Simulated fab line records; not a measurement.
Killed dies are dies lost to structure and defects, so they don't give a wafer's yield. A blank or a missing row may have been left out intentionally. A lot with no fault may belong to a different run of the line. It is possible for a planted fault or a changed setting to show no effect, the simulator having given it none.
One fault through the eyes of 2 desks || flow sky130 || every desk sees just its own numbers, and what lay behind them comes last

== FROM THE METROLOGY DESK ==
What the gauges read for every lot (on any tool): the sampled wafers with a number, averaged. Marked OUT: a lot whose mean sits more than 4 standard deviations from the usual mean, which makes it out of limits; the brackets give that distance.
Columns: A = FIELD_ISO_CVD_03_THK at SKY_FIELD_ISO_THK_MEAS_04, usual 165.4 nm; B = VT_ADJUST_LVTN_TW at SKY_VT_ADJUST_LVTN_TW_MEAS_10, usual 239.3; C = VT_ADJUST_HVTR_OVL at SKY_VT_ADJUST_HVTR_OVL_MEAS_08, usual 1.5 nm; D = SD_N_RS at SKY_SD_N_RS_MEAS_16, usual 68.55 ohm/sq
{"lot": "L974", "first seen here": "day 1 13:33", "A": 166.3, "B": 239.8, "C": 1.7, "D": 68.47}
{"lot": "L975", "first seen here": "day 1 18:29", "A": 166.0, "B": 236.4, "C": 1.6, "D": 68.67}
{"lot": "L976", "first seen here": "day 2 00:11", "A": 165.6, "B": 236.5, "C": 2.7, "D": 68.50}
{"lot": "L977", "first seen here": "day 2 06:50", "A": 166.8, "B": 240.4, "C": 1.1, "D": 68.64}
{"lot": "L978", "first seen here": "day 2 11:29", "A": 164.2, "B": 239.3, "C": 2.9, "D": 68.46}
{"lot": "L985", "first seen here": "day 3 22:19", "A": 167.0, "B": 237.9, "C": 1.8, "D": "51.40 (-99 or more) OUT"}
{"lot": "L987", "first seen here": "day 4 08:41", "A": 163.7, "B": 239.3, "C": 0.8, "D": "51.25 (-99 or more) OUT"}
{"lot": "L990", "first seen here": "day 4 21:55", "A": 166.3, "B": 236.3, "C": 1.9, "D": 68.50}
{"lot": "L992", "first seen here": "day 5 07:56", "A": 166.0, "B": 240.8, "C": -1.0, "D": 68.51}
{"lot": "L994", "first seen here": "day 5 18:33", "A": 167.0, "B": 241.4, "C": 0.1, "D": 68.58}
{"lot": "L995", "first seen here": "day 5 23:27", "A": 163.5, "B": 236.3, "C": 1.3, "D": 68.58}
{"lot": "L996", "first seen here": "day 6 04:14", "A": 164.6, "B": 240.9, "C": 2.0, "D": 68.63}
{"lot": "L997", "first seen here": "day 6 09:49", "A": 164.7, "B": 236.9, "C": 2.8, "D": 68.45}
This desk reports L985, L987 out of limits; the earliest was L985 at day 31 16:05 (SD_N_RS at SKY_SD_N_RS_MEAS_16). L974, L975, L976, L977, L978, L990, L992, L994, L995, L996, L997: within limits.

== DESK OF THE TOOL OWNER: rtp_anneal-02 ==
At SKY_SD_N_RTA_14 (time 2 s), the tool's own readings, given per lot that ran on this tool as the mean of the sampled wafers with a number. Marked OUT: a lot whose mean sits more than 4 standard deviations from the usual mean, which makes it out of limits; the brackets give that distance.
Columns: A = anneal_temp_c_max at SKY_SD_N_RTA_14, usual 1080.4; B = lamp_power_pct at SKY_SD_N_RTA_14, usual 15.74 %; C = wafer_temp_C_max at SKY_SD_N_RTA_14, usual 1077.9
{"lot": "L974", "first seen here": "day 29 04:34", "A": 1082.0, "B": 15.72, "C": 1077.5}
{"lot": "L975", "first seen here": "day 29 08:47", "A": 1081.2, "B": 15.70, "C": 1077.7}
{"lot": "L978", "first seen here": "day 29 16:35", "A": 1082.4, "B": 15.75, "C": 1078.0}
{"lot": "L985", "first seen here": "day 31 15:55", "A": 1082.2, "B": 15.73, "C": 1077.1}
{"lot": "L987", "first seen here": "day 32 21:14", "A": 1083.9, "B": 15.70, "C": 1079.1}
{"lot": "L995", "first seen here": "day 35 14:33", "A": 1080.9, "B": 15.76, "C": 1078.0}
{"lot": "L997", "first seen here": "day 35 18:31", "A": 1080.9, "B": 15.77, "C": 1078.4}
Finding of this desk: none of the 7 lots has anything out of limits.

== BROUGHT TOGETHER ==
At day 31 16:05 the metrology desk could have sounded an alarm, on L985, L987.
The tool owner's desk saw nothing out of limits.
On record at the tool owner's desk: L985, L987, within its limits.
Every lot named ran SKY_SD_N_RTA_14 on rtp_anneal-02.

== WHAT WAS PUT IN BY THE SIMULATOR ==
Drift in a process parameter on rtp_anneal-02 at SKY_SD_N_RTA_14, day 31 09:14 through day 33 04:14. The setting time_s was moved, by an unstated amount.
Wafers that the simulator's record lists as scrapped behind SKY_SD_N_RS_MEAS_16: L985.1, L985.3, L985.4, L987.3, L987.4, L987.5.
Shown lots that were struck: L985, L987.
Hours from the fault's start to each desk's first reading out of limits: the metrology desk, 7.
